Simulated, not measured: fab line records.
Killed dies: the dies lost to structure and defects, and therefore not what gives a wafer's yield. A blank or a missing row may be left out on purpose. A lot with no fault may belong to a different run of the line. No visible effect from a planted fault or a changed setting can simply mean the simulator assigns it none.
Which tool did it?    flow gf180mcu    14 lots, 42 wafers sampled, at 6 steps of a route of 602

## WHAT EACH GAUGE READ, for each wafer
GF_M1_CD_MEAS_14: target cd 230 nm.
lot   measured      on        cdNm (nm)
L151  day 16 16:46  cdSem-02  229.3 229.8 229.3
L152  day 16 22:58  cdSem-02  229.0 229.3 229.6
L155  day 18 14:23  cdSem-01  229.2 229.5 228.7
L157  day 19 05:34  cdSem-02  231.6 230.0 231.4
L158  day 20 00:04  cdSem-01  228.5 229.7 229.7
L160  day 21 05:43  cdSem-01  230.9 231.6 231.2
L162  day 21 07:12  cdSem-02  229.3 228.5 228.1
L166  day 22 20:59  cdSem-02  228.9 229.4 228.6
L167  day 23 08:16  cdSem-01  230.6 230.6 231.4
L169  day 23 11:47  cdSem-02  228.9 229.8 229.0
L168  day 23 13:25  cdSem-02  229.3 230.1 230.5
L171  day 24 09:11  cdSem-02  229.0 229.6 230.1
L172  day 24 22:26  cdSem-02  227.9 228.7 227.3
L174  day 25 10:47  cdSem-01  230.7 228.7 231.2

GF_V1_THK_MEAS_01.
lot   measured      on            V1_CVD_00_THK (nm)
L151  day 16 17:38  filmMetro-04  616 615 615
L152  day 16 23:49  filmMetro-02  622 606 622
L155  day 18 15:14  filmMetro-02  614 613 612
L157  day 19 06:25  filmMetro-04  615 621 617
L158  day 20 00:57  filmMetro-04  609 619 618
L160  day 21 06:35  filmMetro-04  602 612 618
L162  day 21 08:02  filmMetro-04  615 611 623
L166  day 22 21:50  filmMetro-01  608 611 617
L167  day 23 09:07  filmMetro-04  613 615 606
L169  day 23 12:40  filmMetro-04  606 596 605
L168  day 23 14:18  filmMetro-02  612 611 602
L171  day 24 10:05  filmMetro-02  609 616 609
L172  day 24 23:23  filmMetro-01  605 614 614
L174  day 25 11:59  filmMetro-01  614 615 623

GF_V1_RS_MEAS_24: measurement is done with a four-point probe.
lot   measured      on            V1_W_RS (ohm/sq)
L151  day 17 19:02  filmMetro-02  0.3309 0.3283 0.3250
L152  day 18 00:27  filmMetro-02  0.3305 0.3302 0.3274
L155  day 19 17:01  filmMetro-01  0.3297 0.3228 0.3293
L157  day 20 08:40  filmMetro-02  0.3296 0.3355 0.3274
L158  day 21 02:31  filmMetro-04  0.3261 0.3294 0.3247
L160  day 22 07:07  filmMetro-01  0.3279 0.3312 0.3304
L162  day 22 09:43  filmMetro-01  0.3290 0.3272 0.3295
L166  day 23 21:50  filmMetro-02  0.3129 0.3167 0.3148 0.3133 0.3158 0.3152
L167  day 24 09:18  filmMetro-01  0.3195 0.3223 0.3169 0.3191 0.3217 0.3172
L169  day 24 12:24  filmMetro-04  0.3321 0.3285 0.3296
L168  day 24 14:19  filmMetro-01  0.3297 0.3315 0.3280
L171  day 25 09:26  filmMetro-04  0.3314 0.3329 0.3270
L172  day 25 21:23  filmMetro-04  0.3289 0.3294 0.3312
L174  day 26 10:49  filmMetro-02  0.3284 0.3307 0.3269

GF_V1_THK_MEAS_25: measures by xrf.
lot   measured      on            V1_W_THK (nm)
L151  day 17 19:08  filmMetro-02  340 343 346
L152  day 18 00:34  filmMetro-02  349 348 350
L155  day 19 17:07  filmMetro-01  349 355 349
L157  day 20 08:46  filmMetro-02  346 337 347
L158  day 21 02:38  filmMetro-04  353 354 356
L160  day 22 07:13  filmMetro-01  348 345 345
L162  day 22 09:49  filmMetro-01  348 348 347
L166  day 24 00:28  filmMetro-02  367 363 366 366 363 363
L167  day 24 12:42  filmMetro-01  355 356 361 356 355 359
L169  day 24 12:31  filmMetro-04  344 348 345
L168  day 24 14:26  filmMetro-01  346 344 349
L171  day 25 09:33  filmMetro-04  346 346 352
L172  day 25 21:30  filmMetro-04  349 348 346
L174  day 26 10:55  filmMetro-02  350 347 350

## EACH LOT AND THE TOOL THAT RAN IT (in order: tool; ch and the chambers of the sampled wafers; start)
lot   GF_V1_CVD_02                     GF_V1_CVD_23
L151  pecvd-04 ch 0,1, day 16 17:41    cvdW-02 ch 0,1, day 17 18:52
L152  pecvd-01 ch 0,1,2, day 16 23:52  cvdW-02 ch 0,1, day 18 00:19
L155  pecvd-01 ch 0,1,2, day 18 15:17  cvdW-02 ch 0,1, day 19 16:54
L157  pecvd-01 ch 0,1, day 19 06:28    cvdW-01 ch 0,1, day 20 08:32
L158  pecvd-02 ch 1,2, day 20 01:01    cvdW-01 ch 0,1, day 21 02:25
L160  pecvd-01 ch 0,1,2, day 21 06:38  cvdW-01 ch 1, day 22 06:59
L162  pecvd-01 ch 0,1,2, day 21 08:07  cvdW-01 ch 0,1, day 22 09:35
L166  pecvd-02 ch 0,1,2, day 22 21:52  cvdW-02 ch 0,1, day 23 21:43
L167  pecvd-01 ch 0,1,2, day 23 09:10  cvdW-02 ch 1, day 24 09:10
L169  pecvd-01 ch 0,1,2, day 23 12:43  cvdW-01 ch 0,1, day 24 12:17
L168  pecvd-01 ch 1,2, day 23 14:22    cvdW-01 ch 0,1, day 24 14:12
L171  pecvd-02 ch 0,1,2, day 24 10:08  cvdW-01 ch 0,1, day 25 09:19
L172  pecvd-01 ch 0,1, day 24 23:26    cvdW-01 ch 0,1, day 25 21:16
L174  pecvd-02 ch 1,2, day 25 12:01    cvdW-01 ch 0,1, day 26 10:41
- GF_V1_CVD_02: deposits SiO2 from TEOS, target thk 850 nm, time 94.851 s.
- GF_V1_CVD_23: deposits W, target thk 350 nm, time 105.05 s.

## AS READ BY THE TOOLS THEMSELVES (means over the sampled wafers that have a number; for cases with no such wafer, the mark the record gives instead)
GF_V1_CVD_02.
lot   tool      heaterPowerW (W)
L151  pecvd-04  616
L152  pecvd-01  801
L155  pecvd-01  807
L157  pecvd-01  860
L158  pecvd-02  677
L160  pecvd-01  828
L162  pecvd-01  796
L166  pecvd-02  783
L167  pecvd-01  838
L169  pecvd-01  767
L168  pecvd-01  707
L171  pecvd-02  738
L172  pecvd-01  729
L174  pecvd-02  679

GF_V1_CVD_23.
lot   tool     chamberPressureTorr (Torr)  heaterPowerW (W)
L151  cvdW-02  39.96                       980
L152  cvdW-02  40.04                       989
L155  cvdW-02  40.04                       975
L157  cvdW-01  40.02                       800
L158  cvdW-01  40.03                       813
L160  cvdW-01  39.91                       844
L162  cvdW-01  40.08                       834
L166  cvdW-02  43.17                       940
L167  cvdW-02  43.14                       1019
L169  cvdW-01  39.98                       828
L168  cvdW-01  39.98                       816
L171  cvdW-01  39.95                       824
L172  cvdW-01  39.93                       848
L174  cvdW-01  40.02                       811

## THE ANSWER, worked out from the rows above alone
Rule: the lots themselves supply what counts as usual. The widest of any qualifying gaps counts: lots, ordered by their means at a reading, are off when they make up no more than a third of the lots, leave a main group of 4 or more, and stand apart from it by 3 or more times the standard deviation of that group's means. Not used: any main group whose means are identical at the precision the tables above print for the reading. Also off: a lot with no number at a reading for which 4 or more lots have one. All remaining lots with rows at the step are treated as sound. The gauges are gone through in route order, then the tools' own readings, and for those a lot's mean is taken as printed above. The first step at which some lot is off is used, and at that step the reading that is off furthest; a lot without a number counts as furthest.
Off: L166, L167, seen at GF_V1_RS_MEAS_24 (V1_W_RS). The main group has a mean of 0.3291 ohm/sq with a standard deviation of 0.0012.
A tool fits if, at a process step before that reading, it ran every lot that is off, and no sound lot after the first of them. The gauges at GF_V1_RS_MEAS_24 aren't tried: what is off there is off at GF_V1_CVD_23 too, on other tools, and a gauge's error can't cause that. One fits: GF_V1_CVD_23 on cvdW-02. A fault onset in the window from L155 (day 19 16:54, its last sound lot) to L166 (day 23 21:43, its first lot off) fits.
On the lots that are off, the tool's own readings at GF_V1_CVD_23 differ by more than 5 times the standard deviation of the sound lots' means, which bears it out; chamberPressureTorr reads 43.16 Torr there versus 39.99 Torr on the sound lots.

## WHAT THE SIMULATOR PUT IN
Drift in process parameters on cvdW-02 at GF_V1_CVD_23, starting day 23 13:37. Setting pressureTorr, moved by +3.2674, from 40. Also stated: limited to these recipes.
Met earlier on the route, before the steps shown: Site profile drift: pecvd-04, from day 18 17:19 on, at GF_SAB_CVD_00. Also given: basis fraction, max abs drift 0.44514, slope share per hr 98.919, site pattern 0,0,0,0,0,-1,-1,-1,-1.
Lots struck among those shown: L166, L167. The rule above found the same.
